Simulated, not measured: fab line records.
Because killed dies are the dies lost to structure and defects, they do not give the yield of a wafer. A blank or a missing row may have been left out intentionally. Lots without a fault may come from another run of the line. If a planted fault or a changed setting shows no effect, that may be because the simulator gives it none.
Struck lot and sound lot, side by side    flow sky130    35 out of 708 route steps
Sound: the wafers L104.3, L104.5, L104.6. Struck: wafers L101.3, L101.5 (left out: L101.1, a lot-mate that was not struck); the cause follows at the end.
At each step with rows: each side's tool, then ch and its chambers, then its first start. Under that, the readings that differ: sound wafers    struck wafers    difference of the means    sigmas: that difference in standard deviations of wafers without a fault.
alike: words and numbers the same on both sides, and readings whose means are apart by under 2 such deviations; not compared: readings that were withheld, readings missing a value for some wafer, numbers with overlapping values and no deviation given by the record, and bounds like >300 which may hide the same value.
The two part at a step that has a row with sigmas, a row that says differs or no value, or rows on one side only. Non-overlapping numbers with no deviation appear without sigmas and do not part them. Lack of a reading on every wafer of one side parts them only where that side has two or more wafers.

first, 9 steps without rows for these wafers: SKY_METAL3_DESCUM_15 (chemistry O2, time 8 s); SKY_METAL3_ETCH_16 (etches BARC in N2/H2, stops on SiO2, time 88.2 s, target depth 60 nm); SKY_METAL3_ETCH_17 (etches SiO2 in C4F8/O2/Ar, stops on TiN, time 3.9 s, target depth 15 nm); SKY_METAL3_METAL_ETCH_18 (etches the open film in Cl2/BCl3, stops on SiO2, target depth 845 nm, time 183.1 s); SKY_METAL3_STRIP_19 (strips in O2/N2); SKY_METAL3_STRIP_20 (strips in post etch residue remover, time 1200 s); SKY_METAL3_CLEAN_21 (cleans in IPA, time 180 s); SKY_METAL3_CLEAN_22 (cleans in O3/DIW); SKY_VIA3_HDPCVD_00 (deposits SiO2, target thk 1635 nm, time 272.5 s).
SKY_VIA3_CMP_02: polishes SiO2.
  sound on cmp-02 ch 2,3, day 44 02:58; struck on cmp-01 ch 0,2, day 43 13:51
reading                                   sound              struck       difference  sigmas
slurry-flow-ml-min                        149.5 149.7 150.2  151.0 150.5  +1.0        +2
model.SiO2_of_VIA3_HDPCVD_00.thk-nm (nm)  467.7 465.4 466.2  511.5 510.6  +44.6       
  alike: motor-current-A
SKY_VIA3_BOW_MEAS_03:
  struck on film-metro-01, day 43 14:24; sound on film-metro-02, day 44 03:16
reading        sound     struck  difference                     sigmas
VIA3_BOW (um)  81 85 84  - -     no value on the struck wafers  
  not compared: hold
then, 8 steps without rows for these wafers: SKY_VIA3_HMDS_05 (prime time 60 s); SKY_VIA3_COAT_06 (resist thk 60 nm); SKY_VIA3_COAT_07 (resist thk 450 nm); SKY_VIA3_SOFTBAKE_08 (time 90 s); SKY_VIA3_EXPOSE_09 (exposes mask VIM3, target cd 200 nm); SKY_VIA3_PEB_10; SKY_VIA3_DEVELOP_11 (develop time 60 s); SKY_VIA3_ETCH_14 (etches BARC in N2/H2, stops on SiO2, time 45.9 s, target depth 60 nm).
SKY_VIA3_ETCH_15: etches SiO2 in C4F8/O2/Ar, stops on TiN, target depth 507 nm, time 78 s.
  sound on rie-diel-03 ch 0,3, day 45 01:40; struck on rie-diel-02 ch 2,3, day 44 13:11
reading                           sound              struck       difference  sigmas
oes-product-au (a.u.)             0.962 0.941 0.945  0.984 0.999  +0.042      +9
model.VIA3.feature-depth-nm (nm)  467.7 465.4 466.2  495.7 510.4  +36.6       
model.etch.depth-nm (nm)          467.7 465.4 466.2  495.7 510.4  +36.6       
  alike: rf-fwd-power-W
  not compared: rf-hours-counter-h
then, 13 steps without rows for these wafers: SKY_VIA3_STRIP_16 (strips in O2/N2); SKY_VIA3_STRIP_17 (strips in post etch residue remover, time 1200 s); SKY_VIA3_CLEAN_18 (cleans in IPA, time 180 s); SKY_VIA3_CLEAN_19 (cleans in O3/DIW); SKY_VIA3_SPUTTER_20 (material TiN, target thk 20 nm, time 80 s); SKY_VIA3_CVD_21 (deposits W, target thk 390 nm, time 117.31 s); SKY_VIA3_CMP_24 (polishes, stops on SiO2, t overpolish 20 s, target thk 0 nm); SKY_METAL4_SPUTTER_00 (material Ti, target thk 15 nm, time 10 s); SKY_METAL4_SPUTTER_01 (material TiN, target thk 20 nm, time 16.7 s); SKY_METAL4_SPUTTER_02 (material AlCu, target thk 735 nm, time 39.1 s); SKY_METAL4_SPUTTER_03 (material Ti, target thk 5 nm, time 3.3 s); SKY_METAL4_SPUTTER_04 (material TiN, target thk 70 nm, time 58.3 s); SKY_CAP2M_CVD_00 (deposits SiO2, target thk 15.5 nm).
SKY_METAL4_METAL_ETCH_18: etches the open film in Cl2/BCl3, stops on SiO2, target depth 845 nm, time 183.1 s.
  sound on rie-metal-03 ch 0,1, day 46 22:05; struck on rie-metal-02 ch 0,1, day 46 09:20
reading                                   sound                 struck         difference  sigmas
throttle-valve-pct (%)                    22.259 22.259 22.257  22.269 22.290  +0.021      +2
model.SiO2_of_VIA3_HDPCVD_00.thk-nm (nm)  437.8 436.2 436.3     481.8 480.9    +44.6       
  alike: drypump-motor-current-A, oes-product-au, rf-fwd-power-W
  not compared: rf-hours-counter-h
-- the record jumps here: 3 days lie between the struck wafers' starts before and after (it left off in module METAL4 and takes up again in module PAD_OPEN, whose first step shown is number 708 of the route) --
SKY_PAD_OPEN_PROBE_99:
  struck on prober-01, day 49 17:25; sound on prober-02, day 50 05:35
  alike: defect-limited-yield, killed_at_M0_to_M3, killed_at_M4_up, killed-at-contacts, killed-at-front-end, killed-at-other, killed-dies, killed-open, killed-short
  not compared: model.etest.tester.sort_bin_8_pct

## WHERE THEY PART
At SKY_VIA3_CMP_02 first; at SKY_METAL4_METAL_ETCH_18 last (within this record only). Later steps at which nothing parts them and some readings are alike: SKY_PAD_OPEN_PROBE_99.

WHY: the cause the simulator had injected
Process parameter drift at SKY_VIA3_CMP_02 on cmp-01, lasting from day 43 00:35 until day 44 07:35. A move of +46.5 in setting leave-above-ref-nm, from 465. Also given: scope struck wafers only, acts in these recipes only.
